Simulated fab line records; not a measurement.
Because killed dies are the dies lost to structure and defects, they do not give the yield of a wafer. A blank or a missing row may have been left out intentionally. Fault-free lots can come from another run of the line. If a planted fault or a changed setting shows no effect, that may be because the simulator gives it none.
fab line records ; flow gf180mcu
record: lots: 12; wafers: 34; lastDay: 34
route steps=602 shown V4@490 V5@555 TOP_METAL@569
lots that met no fault: from a run of the same line without faults
startH: hours from the record's first day to the start of the lot's first wafer shown ; waitH: hours elapsed since this lot's preceding step ; " identical to the entry in the row above ; L1.1+2: a single row standing in for several wafers ; - no value, or no start given ; * or withheld: withheld ; < > ~ a bound
route shown NAME@n: NAME is a module with steps in the file, n the number in the route of the first one ; usual: mean/standard deviation taken from wafers without a fault ; same: alike in all rows ; chamber/n: place in a boat ; sites: per-site readings ; _std_site: their standard deviation ; _edge_site: mean of outer sites minus mean of inner sites ; radiusMm: how far each site lies from the wafer's centre ; mask NAME#n: copy n ; behind: the tool/chamber that last shaped the wafer ; hold: cause of the lot's hold/its duration in hours/its outcome ; device: which transistor (n, p or np) failed to switch ; end of line: at the end of the route, the tests of the same wafers ; a step with no rows: only its recipe ; killed: not the wafer's yield, but the dies lost to structure and defects at the first sort ; map: a wafer's dies, x killed, . not, _ none there
set.NAME: the setting as run; set.NAME@STEP: as run at that earlier step ; model.NAME: the simulator's own value behind a step, which no gauge read
route steps across a sampled set of lots; one table per step, one row per wafer
services: the hour from which a tool's chamber was out of use, counted from the record's first day as startH (under 0 if before that day), plus the number of hours and why
== steps ==
step: GF_V4_CD_MEAS_14
recipe: targetCdNm: 260
usual: cdNm: 260.3/1.2
lot.wafer;tool;chamber;startH;waitH;cdNm
L953.1;cdSem-02;-;568.93;0.1;258.7
L953.3;cdSem-02;-;568.93;0.1;260.0
L953.6;cdSem-02;-;568.93;0.1;260.2
L955.2;cdSem-01;-;584.28;0.1;259.2
L955.5;cdSem-01;-;584.28;0.1;259.8
L955.6;cdSem-01;-;584.28;0.1;259.2
L956.1;cdSem-02;-;587.25;0.1;260.4
L956.4;cdSem-02;-;587.25;0.1;259.3
L956.6;cdSem-02;-;587.25;0.1;260.3
L957.2;cdSem-02;-;601.71;0.1;260.1
L957.3;cdSem-02;-;601.71;0.1;259.2
L957.4;cdSem-02;-;601.71;0.1;259.4
L958.3;cdSem-01;-;611.02;0.1;259.2
L958.4;cdSem-01;-;611.02;0.1;260.6
L958.5;cdSem-01;-;611.02;0.1;260.2
L960.4;cdSem-02;-;619.51;0.1;263.4
L960.5;cdSem-02;-;619.51;0.1;262.8
L960.6;cdSem-02;-;619.51;0.1;262.7
L961.1;cdSem-02;-;626.46;0.1;259.5
L961.4;cdSem-02;-;626.46;0.1;259.8
L961.6;cdSem-02;-;626.46;0.1;260.1
L968.4;cdSem-01;-;688.74;0.2;258.6
L968.6;cdSem-01;-;688.74;0.2;260.0
L969.3;cdSem-02;-;697.29;0.1;259.3
L969.4;cdSem-02;-;697.29;0.1;258.5
L973.1;cdSem-01;-;716.85;0.1;261.4
L973.5;cdSem-01;-;716.85;0.1;260.1
L973.6;cdSem-01;-;716.85;0.1;260.1
L974.1;cdSem-01;-;721.48;0.1;258.3
L974.2;cdSem-01;-;721.48;0.1;258.7
L974.3;cdSem-01;-;721.48;0.1;258.8
L976.1;cdSem-01;-;736.35;0.1;260.0
L976.2;cdSem-01;-;736.35;0.1;259.7
L976.3;cdSem-01;-;736.35;0.1;259.8
step: GF_V5_OVL_MEAS_15
usual: V5_OVL: -4/4.8
lot.wafer;tool;chamber;startH;waitH;V5_OVL[nm]
L953.1;overlay-02;-;635.82;0.1;-2
L953.3;overlay-02;-;635.82;0.1;-7
L953.6;overlay-02;-;635.82;0.1;-8
L955.2;overlay-01;-;649.80;0.1;-11
L955.5;overlay-01;-;649.80;0.1;-5
L955.6;overlay-01;-;649.80;0.1;-5
L956.1;overlay-02;-;653.77;0.1;-6
L956.4;overlay-02;-;653.77;0.1;-6
L956.6;overlay-02;-;653.77;0.1;-5
L957.2;overlay-01;-;665.16;0.1;1
L957.3;overlay-01;-;665.16;0.1;-4
L957.4;overlay-01;-;665.16;0.1;-5
L958.3;overlay-01;-;673.65;0.1;-7
L958.4;overlay-01;-;673.65;0.1;-2
L958.5;overlay-01;-;673.65;0.1;-3
L960.4;overlay-01;-;683.10;0.1;7
L960.5;overlay-01;-;683.10;0.1;-2
L960.6;overlay-01;-;683.10;0.1;7
L961.1;overlay-01;-;689.07;0.1;-2
L961.4;overlay-01;-;689.07;0.1;-8
L961.6;overlay-01;-;689.07;0.1;-7
L968.4;overlay-02;-;746.44;0.1;-2
L968.6;overlay-02;-;746.44;0.1;-2
L969.3;overlay-02;-;753.85;0.1;5
L969.4;overlay-02;-;753.85;0.1;4
L973.1;overlay-01;-;770.94;0.1;1
L973.5;overlay-01;-;770.94;0.1;-1
L973.6;overlay-01;-;770.94;0.1;0
L974.1;overlay-01;-;777.10;0.1;-4
L974.2;overlay-01;-;777.10;0.1;6
L974.3;overlay-01;-;777.10;0.1;-4
L976.1;overlay-02;-;789.99;0.1;-7
L976.2;overlay-02;-;789.99;0.1;-4
L976.3;overlay-02;-;789.99;0.1;-6
step: GF_TOP_METAL_SPUTTER_02
recipe: material: AlCu; targetThkNm: 900; powerW: 10600; chamberPressurePa: 0.3; substrateTempC: 250; gas: Ar; timeS: 47.82
usual: throttleValvePct: 29.8/1.1
lot.wafer;tool;chamber;startH;waitH;throttleValvePct
L953.1;pvdSputter-04;-;637.40;0.0;27.8
L953.3;pvdSputter-04;-;637.40;0.0;28.6
L953.6;pvdSputter-04;-;637.40;0.0;30.1
L955.2;pvdSputter-02;-;651.33;0.0;28.4
L955.5;pvdSputter-02;-;651.33;0.0;30.1
L955.6;pvdSputter-02;-;651.33;0.0;29.7
L956.1;pvdSputter-02;-;655.33;0.0;29.9
L956.4;pvdSputter-02;-;655.33;0.0;30.0
L956.6;pvdSputter-02;-;655.33;0.0;30.0
L957.2;pvdSputter-04;-;666.71;0.0;27.8
L957.3;pvdSputter-04;-;666.71;0.0;28.7
L957.4;pvdSputter-04;-;666.71;0.0;30.2
L958.3;pvdSputter-01;-;675.25;0.0;30.9
L958.4;pvdSputter-01;-;675.25;0.0;30.8
L958.5;pvdSputter-01;-;675.25;0.0;30.9
L960.4;pvdSputter-01;-;684.68;0.0;30.9
L960.5;pvdSputter-01;-;684.68;0.0;30.4
L960.6;pvdSputter-01;-;684.68;0.0;31.0
L961.1;pvdSputter-02;-;690.62;0.0;29.8
L961.4;pvdSputter-02;-;690.62;0.0;28.3
L961.6;pvdSputter-02;-;690.62;0.0;30.2
L968.4;pvdSputter-02;-;748.05;0.0;28.4
L968.6;pvdSputter-02;-;748.05;0.0;28.5
L969.3;pvdSputter-02;-;755.38;0.0;28.3
L969.4;pvdSputter-02;-;755.38;0.0;30.2
L973.1;pvdSputter-04;-;772.49;0.0;31.1
L973.5;pvdSputter-04;-;772.49;0.0;28.7
L973.6;pvdSputter-04;-;772.49;0.0;27.7
L974.1;pvdSputter-01;-;778.65;0.0;31.0
L974.2;pvdSputter-01;-;778.65;0.0;30.8
L974.3;pvdSputter-01;-;778.65;0.0;31.0
L976.1;pvdSputter-01;-;791.73;0.0;31.0
L976.2;pvdSputter-01;-;791.73;0.0;30.6
L976.3;pvdSputter-01;-;791.73;0.0;29.9
step: GF_TOP_METAL_RS_MEAS_05
recipe: thkMeasGauge: four-point-probe; reads: TiN_of_TOP_METAL_SPUTTER_04+Ti_of_TOP_METAL_SPUTTER_03+AlCu_of_TOP_METAL_SPUTTER_02+TiN_of_TOP_METAL_SPUTTER_01+Ti_of_TOP_METAL_SPUTTER_00
usual: TOP_METAL_ALCU_RS: 0.0330/0.00033
lot.wafer;tool;chamber;startH;waitH;TOP_METAL_ALCU_RS[ohm/sq]
L953.1;filmMetro-04;-;637.49;0.0;0.0328
L953.3;filmMetro-04;-;637.49;0.0;0.0328
L953.6;filmMetro-04;-;637.49;0.0;0.0333
L955.2;filmMetro-04;-;651.44;0.0;0.0326
L955.5;filmMetro-04;-;651.44;0.0;0.0329
L955.6;filmMetro-04;-;651.44;0.0;0.0328
L956.1;filmMetro-03;-;655.43;0.0;0.0326
L956.4;filmMetro-03;-;655.43;0.0;0.0328
L956.6;filmMetro-03;-;655.43;0.0;0.0330
L957.2;filmMetro-04;-;666.82;0.0;0.0329
L957.3;filmMetro-04;-;666.82;0.0;0.0329
L957.4;filmMetro-04;-;666.82;0.0;0.0330
L958.3;filmMetro-02;-;675.38;0.1;0.0325
L958.4;filmMetro-02;-;675.38;0.1;0.0334
L958.5;filmMetro-02;-;675.38;0.1;0.0324
L960.4;filmMetro-04;-;684.81;0.1;0.0334
L960.5;filmMetro-04;-;684.81;0.1;0.0329
L960.6;filmMetro-04;-;684.81;0.1;0.0323
L961.1;filmMetro-03;-;690.71;0.0;0.0335
L961.4;filmMetro-03;-;690.71;0.0;0.0332
L961.6;filmMetro-03;-;690.71;0.0;0.0333
L968.4;filmMetro-03;-;748.20;0.1;0.0327
L968.6;filmMetro-03;-;748.20;0.1;0.0441
L969.3;filmMetro-03;-;755.51;0.1;0.0434
L969.4;filmMetro-03;-;755.51;0.1;0.0326
L973.1;filmMetro-04;-;772.58;0.0;0.0332
L973.5;filmMetro-04;-;772.58;0.0;0.0330
L973.6;filmMetro-04;-;772.58;0.0;0.0331
L974.1;filmMetro-02;-;778.74;0.0;0.0326
L974.2;filmMetro-02;-;778.74;0.0;0.0330
L974.3;filmMetro-02;-;778.74;0.0;0.0334
L976.1;filmMetro-02;-;791.82;0.0;0.0327
L976.2;filmMetro-02;-;791.82;0.0;0.0335
L976.3;filmMetro-02;-;791.82;0.0;0.0334
step: GF_TOP_METAL_THK_MEAS_06
recipe: thkMeasGauge: xrf; reads: AlCu_of_TOP_METAL_SPUTTER_02
usual: TOP_METAL_ALCU_THK: 897/9
lot.wafer;tool;chamber;startH;waitH;TOP_METAL_ALCU_THK[nm]
L953.1;filmMetro-04;-;637.61;0.1;904
L953.3;filmMetro-04;-;637.61;0.1;905
L953.6;filmMetro-04;-;637.61;0.1;889
L955.2;filmMetro-04;-;651.55;0.1;907
L955.5;filmMetro-04;-;651.55;0.1;898
L955.6;filmMetro-04;-;651.55;0.1;898
L956.1;filmMetro-03;-;655.55;0.1;904
L956.4;filmMetro-03;-;655.55;0.1;898
L956.6;filmMetro-03;-;655.55;0.1;891
L957.2;filmMetro-04;-;666.93;0.1;904
L957.3;filmMetro-04;-;666.93;0.1;898
L957.4;filmMetro-04;-;666.93;0.1;901
L958.3;filmMetro-02;-;675.48;0.1;909
L958.4;filmMetro-02;-;675.48;0.1;888
L958.5;filmMetro-02;-;675.48;0.1;915
L960.4;filmMetro-04;-;684.90;0.1;890
L960.5;filmMetro-04;-;684.90;0.1;905
L960.6;filmMetro-04;-;684.90;0.1;917
L961.1;filmMetro-03;-;690.83;0.1;879
L961.4;filmMetro-03;-;690.83;0.1;886
L961.6;filmMetro-03;-;690.83;0.1;887
L968.4;filmMetro-03;-;748.29;0.1;901
L968.6;filmMetro-03;-;748.29;0.1;671
L969.3;filmMetro-03;-;755.61;0.1;679
L969.4;filmMetro-03;-;755.61;0.1;911
L973.1;filmMetro-04;-;772.70;0.1;892
L973.5;filmMetro-04;-;772.70;0.1;897
L973.6;filmMetro-04;-;772.70;0.1;896
L974.1;filmMetro-02;-;778.86;0.1;911
L974.2;filmMetro-02;-;778.86;0.1;904
L974.3;filmMetro-02;-;778.86;0.1;890
L976.1;filmMetro-02;-;791.94;0.1;906
L976.2;filmMetro-02;-;791.94;0.1;885
L976.3;filmMetro-02;-;791.94;0.1;885
step: GF_TOP_METAL_STRIP_17
recipe: chemistry: O2/N2; powerW: 1400; pressureMtorr: 1500; platenTempC: 250; o2FlowSccm: 3000; n2FlowSccm: 300; overashFraction: 0.5
usual: drypumpMotorCurrentA: 5.6/0.57; heaterPowerW: 351/33; o2FlowSccm: 2999/9.6; oesProductAu: 0.710/0.0046; stripTimeToEndpointS: 12.99/0.093
lot.wafer;tool;chamber;startH;waitH;drypumpMotorCurrentA;heaterPowerW;o2FlowSccm;oesProductAu;rfHoursCounterH;stripTimeToEndpointS
L953.1;plasmaAsher-02;0;657.43;0.1;6.3;306;3023;0.709;57;12.89
L953.3;plasmaAsher-02;0;657.43;0.1;6.3;307;3021;0.715;-;13.04
L953.6;plasmaAsher-02;1;657.43;0.1;6.4;363;2985;0.712;-;13.02
L955.2;plasmaAsher-02;0;670.95;0.1;6.2;306;2991;0.711;59;13.04
L955.5;plasmaAsher-02;0;670.95;0.1;6.3;305;3001;0.710;-;13.02
L955.6;plasmaAsher-02;1;670.95;0.1;6.4;355;3026;0.717;-;13.11
L956.1;plasmaAsher-01;0;675.15;0.1;5.7;382;2997;0.713;29;12.99
L956.4;plasmaAsher-01;0;675.15;0.1;5.7;386;3006;0.713;-;12.93
L956.6;plasmaAsher-01;1;675.15;0.1;5.5;321;3008;0.707;-;13.00
L957.2;plasmaAsher-03;1;687.05;0.1;4.8;359;2996;0.710;88;13.00
L957.3;plasmaAsher-03;1;687.05;0.1;4.8;370;2995;0.713;-;12.99
L957.4;plasmaAsher-03;0;687.05;0.1;4.8;409;2993;0.701;-;12.90
L958.3;plasmaAsher-02;1;694.24;0.1;6.4;339;2998;0.713;-;13.17
L958.4;plasmaAsher-02;0;694.24;0.1;6.3;306;3007;0.719;-;13.07
L958.5;plasmaAsher-02;0;694.24;0.1;6.3;308;2997;0.713;-;13.18
L960.4;plasmaAsher-02;0;703.48;0.1;6.3;312;3000;0.709;-;13.01
L960.5;plasmaAsher-02;0;703.48;0.1;6.2;310;3008;0.708;-;13.03
L960.6;plasmaAsher-02;1;703.48;0.1;6.4;352;3007;0.702;-;13.00
L961.1;plasmaAsher-01;0;709.63;0.1;5.7;382;2992;0.714;32;13.03
L961.4;plasmaAsher-01;1;709.63;0.1;5.5;319;2998;0.707;-;13.12
L961.6;plasmaAsher-01;0;709.63;0.1;5.7;391;2990;0.711;-;12.89
L968.4;plasmaAsher-01;1;764.86;0.1;5.5;322;2978;0.705;-;12.97
L968.6;plasmaAsher-01;1;764.86;0.1;5.5;314;2990;0.705;-;12.94
L969.3;plasmaAsher-01;1;772.36;0.1;5.5;322;2991;0.715;-;12.89
L969.4;plasmaAsher-01;0;772.36;0.1;5.7;380;3001;0.703;-;12.91
L973.1;plasmaAsher-02;1;789.75;0.1;6.4;350;2996;0.703;72;13.00
L973.5;plasmaAsher-02;1;789.75;0.1;6.4;352;2991;0.714;-;12.99
L973.6;plasmaAsher-02;0;789.75;0.1;6.3;313;3001;0.702;-;12.98
L974.1;plasmaAsher-02;1;794.75;0.1;6.4;347;2988;0.715;72;13.13
L974.2;plasmaAsher-02;0;794.75;0.1;6.2;314;2993;0.712;72;13.12
L974.3;plasmaAsher-02;1;794.75;0.1;6.4;358;2990;0.709;-;13.06
L976.1;plasmaAsher-01;0;807.46;0.2;5.7;384;3004;0.718;43;12.99
L976.2;plasmaAsher-01;1;807.46;0.2;5.5;323;3001;0.705;43;12.92
L976.3;plasmaAsher-01;0;807.46;0.2;5.7;388;3000;0.708;-;13.06
== services ==
tool;chamber;startH;hours;kind
pvdSputter-04;3;627.33;-;consumableReplace:kit
pvdSputter-04;3;627.33;18.0;scheduledDown
pvdSputter-04;3;627.33;18.0;ventCycle
pvdSputter-01;0;670.96;-;consumableReplace:kit
pvdSputter-01;0;670.96;18.0;scheduledDown
pvdSputter-01;0;670.96;18.0;ventCycle
plasmaAsher-03;-;673.03;0.6;repair
pvdSputter-02;0;699.53;-;consumableReplace:kit
pvdSputter-02;0;699.53;18.0;scheduledDown
pvdSputter-02;0;699.53;18.0;ventCycle
pvdSputter-01;-;723.67;2.8;repair
plasmaAsher-03;-;728.11;3.9;repair
pvdSputter-01;-;736.46;3.3;repair
pvdSputter-04;-;740.50;6.0;repair
pvdSputter-04;2;755.10;-;consumableReplace:kit
pvdSputter-04;2;755.10;18.0;scheduledDown
pvdSputter-04;2;755.10;18.0;ventCycle
plasmaAsher-03;-;756.84;2.8;pm
pvdSputter-01;-;764.79;3.6;repair
pvdSputter-02;3;780.14;-;consumableReplace:kit
pvdSputter-02;3;780.14;18.0;scheduledDown
pvdSputter-02;3;780.14;18.0;ventCycle
plasmaAsher-03;-;797.30;0.8;repair
pvdSputter-01;-;804.11;0.9;repair
== key ==
firstSign: step: GF_TOP_METAL_RS_MEAS_05; reading: TOP_METAL_ALCU_RS; direction: up; sigmas: 33; usual: 0.0330; struck: 0.0438
effect: step: GF_TOP_METAL_THK_MEAS_06; reading: TOP_METAL_ALCU_THK; direction: down; sigmas: 25; usual: 897; struck: 675
metAt GF_TOP_METAL_SPUTTER_02
struckLots L968,L969
struckWafers L968.6,L969.3
notActingAt GF_V4_CD_MEAS_14,GF_V5_OVL_MEAS_15,GF_TOP_METAL_STRIP_17
onsetBetween 690.62 748.05
fault: kind: processParameterDrift; tool: pvdSputter-02; chamber: -; onsetH: 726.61; steps: GF_TOP_METAL_SPUTTER_02; channel: targetThkNm; offset: -223.73; shape: step; endH: 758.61; scope: struckWafersOnly; actsIn: theseRecipesOnly; stated: 900
